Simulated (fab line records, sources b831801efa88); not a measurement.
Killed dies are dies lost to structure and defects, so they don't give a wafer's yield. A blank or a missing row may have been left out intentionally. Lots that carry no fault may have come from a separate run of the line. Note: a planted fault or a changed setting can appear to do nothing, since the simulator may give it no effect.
Which of the tools did it? | flow gf180mcu | Sampling: 14 lots, 42 wafers, 4 of 602 route steps

WHAT THE GAUGES SHOWED, per wafer
GF_NWELL_TW_MEAS_11.
lot  | measured    | on            | NWELL_TW
L991 | day 3 09:13 | film_metro-04 | 1555 1566 1570
L992 | day 3 12:43 | film_metro-03 | 1585 1584 1577
L993 | day 3 18:49 | film_metro-04 | 1550 1555 1561
L994 | day 3 23:28 | film_metro-01 | 1566 1562 1570
L995 | day 4 04:59 | film_metro-04 | 1555 1549 1550
L996 | day 4 10:23 | film_metro-03 | 1583 1577 1579
L997 | day 4 16:53 | film_metro-04 | 1545 1542 1549
L100 | day 5 08:16 | film_metro-03 | 1580 1575 1574
L106 | day 6 17:41 | film_metro-01 | 1569 1570 1561
L108 | day 7 05:01 | film_metro-03 | 1584 1576 1586
L109 | day 7 10:19 | film_metro-04 | 1549 1558 1563
L111 | day 7 19:52 | film_metro-03 | 1573 1578 1572
L113 | day 8 07:07 | film_metro-03 | 1581 1582 1589
L114 | day 8 13:46 | film_metro-03 | 1591 1588 1581

GF_LVPWELL_OVL_MEAS_07.
lot  | measured    | on         | LVPWELL_OVL (nm)
L991 | day 3 21:32 | overlay-01 | 1.4 0.7 0.0
L992 | day 4 01:59 | overlay-01 | 0.9 -0.1 -1.0
L993 | day 4 08:05 | overlay-02 | -1.6 -2.1 -0.7
L994 | day 4 13:08 | overlay-01 | 1.9 1.4 1.8
L995 | day 4 18:47 | overlay-01 | -0.2 1.2 1.8
L996 | day 5 00:11 | overlay-01 | -0.7 -1.0 -2.0
L997 | day 5 06:57 | overlay-02 | -1.4 -1.3 0.1
L100 | day 5 22:47 | overlay-01 | -0.3 0.7 -0.5
L106 | day 7 09:23 | overlay-02 | 2.1 0.2 -0.9
L108 | day 7 19:57 | overlay-01 | 0.4 0.2 0.8
L109 | day 8 02:14 | overlay-01 | 1.3 -1.0 -0.4
L111 | day 8 12:02 | overlay-02 | 1.9 0.4 0.6
L113 | day 8 22:41 | overlay-02 | -1.5 -3.0 -2.9
L114 | day 9 06:20 | overlay-01 | -0.3 -1.5 -1.1

GF_VT_IMPLANT_TW_MEAS_21.
lot  | measured     | on            | VT_IMPLANT_2_TW
L991 | day 6 07:59  | film_metro-02 | 1216 1220 1217
L992 | day 6 12:10  | film_metro-04 | 1199 1194 1199
L993 | day 6 19:01  | film_metro-02 | 1223 1207 1220
L994 | day 7 00:55  | film_metro-04 | 1193 1202 1204
L995 | day 7 06:32  | film_metro-04 | 1206 1197 1193
L996 | day 7 12:47  | film_metro-04 | 1196 1198 1193
L997 | day 7 21:14  | film_metro-03 | 1215 1228 1224
L100 | day 8 14:13  | film_metro-02 | 1220 1218 1222
L106 | day 10 06:47 | film_metro-02 | 582 580 586
L108 | day 10 17:25 | film_metro-03 | 579 581 577
L109 | day 11 01:22 | film_metro-03 | 1220 1215 1217
L111 | day 11 12:28 | film_metro-03 | 1219 1218 1215
L113 | day 12 00:31 | film_metro-04 | 1204 1204 1213
L114 | day 12 08:49 | film_metro-02 | 1213 1216 1219

WHAT TOOL EACH LOT RAN ON (gives the tool, then ch and the chambers of the sampled wafers, and finally the start)
lot  | GF_VT_IMPLANT_IMPLANT_19
L991 | implanter-04 ch 0, day 6 07:43
L992 | implanter-04 ch 0, day 6 11:55
L993 | implanter-04 ch 0, day 6 18:46
L994 | implanter-01 ch 0, day 7 00:40
L995 | implanter-01 ch 0, day 7 06:19
L996 | implanter-01 ch 0, day 7 12:34
L997 | implanter-04 ch 0, day 7 21:01
L100 | implanter-04 ch 0, day 8 13:58
L106 | implanter-04 ch 0, day 10 06:34
L108 | implanter-04 ch 0, day 10 17:11
L109 | implanter-01 ch 0, day 11 01:07
L111 | implanter-01 ch 0, day 11 12:13
L113 | implanter-03 ch 0, day 12 00:16
L114 | implanter-01 ch 0, day 12 08:34
- GF_VT_IMPLANT_IMPLANT_19

AS READ BY THE TOOLS THEMSELVES (means over the sampled wafers that have a number; for cases with no such wafer, the mark the record gives instead)
GF_VT_IMPLANT_IMPLANT_19.
lot  | tool         | dose_ions_cm2 | faraday_current_uA
L991 | implanter-04 | 4.35e+12      | 24.2
L992 | implanter-04 | 4.35e+12      | 24.3
L993 | implanter-04 | 4.35e+12      | 24.6
L994 | implanter-01 | 4.35e+12      | 24.8
L995 | implanter-01 | 4.35e+12      | 24.2
L996 | implanter-01 | 4.36e+12      | 24.2
L997 | implanter-04 | 4.35e+12      | 25.0
L100 | implanter-04 | 4.35e+12      | 24.4
L106 | implanter-04 | 4.33e+11      | 2.5
L108 | implanter-04 | 4.32e+11      | 2.5
L109 | implanter-01 | 4.35e+12      | 24.9
L111 | implanter-01 | 4.35e+12      | 24.9
L113 | implanter-03 | 4.35e+12      | 24.5
L114 | implanter-01 | 4.35e+12      | 24.7

THE ANSWER, worked out from the rows above alone
Rule: what is usual is taken from the lots themselves. The widest of any qualifying gaps counts: lots, ordered by their means at a reading, are off when they make up no more than a third of the lots, leave a main group of 4 or more, and stand apart from it by 3 or more times the standard deviation of that group's means. If all means in a main group match to the digits the tables above print for the reading, that group is not used. Also off: a lot with no number at a reading for which 4 or more lots have one. All remaining lots with rows at the step are treated as sound. Order of review: gauges by route order, followed by the tools' own readings, for which a lot's mean as printed above is used. At the first step where some lot is off, the reading lying furthest off is the one used; lots without a number count as furthest.
Off: at GF_VT_IMPLANT_TW_MEAS_21 (VT_IMPLANT_2_TW), L106, L108. The main group has a mean of 1210 with a standard deviation of 9.6.
A tool fits if, at a process step before that reading, it ran every lot that is off, and no sound lot after the first of them. The gauges at GF_VT_IMPLANT_TW_MEAS_21 aren't tried: what is off there is off at GF_VT_IMPLANT_IMPLANT_19 too, on other tools, and a gauge's error can't cause that. One candidate fits, namely implanter-04 at GF_VT_IMPLANT_IMPLANT_19. A fault onset in the window from L100 (day 8 13:58, its last sound lot) to L106 (day 10 06:34, its first lot off) fits.
The tool's own readings at GF_VT_IMPLANT_IMPLANT_19 bear it out: on the lots that are off they differ by more than 5 times the standard deviation of the sound lots' means. dose_ions_cm2 reads 4.32e+11 there against 4.35e+12 on the sound lots; faraday_current_uA reads 2.5 there against 24.6 on the sound lots.

WHAT THE SIMULATOR HAD PUT IN
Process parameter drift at GF_VT_IMPLANT_IMPLANT_19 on implanter-04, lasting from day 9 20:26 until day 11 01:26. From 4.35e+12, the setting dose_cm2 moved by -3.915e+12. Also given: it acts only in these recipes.
Shown lots that were struck: L106, L108. The rule above reached the same finding.
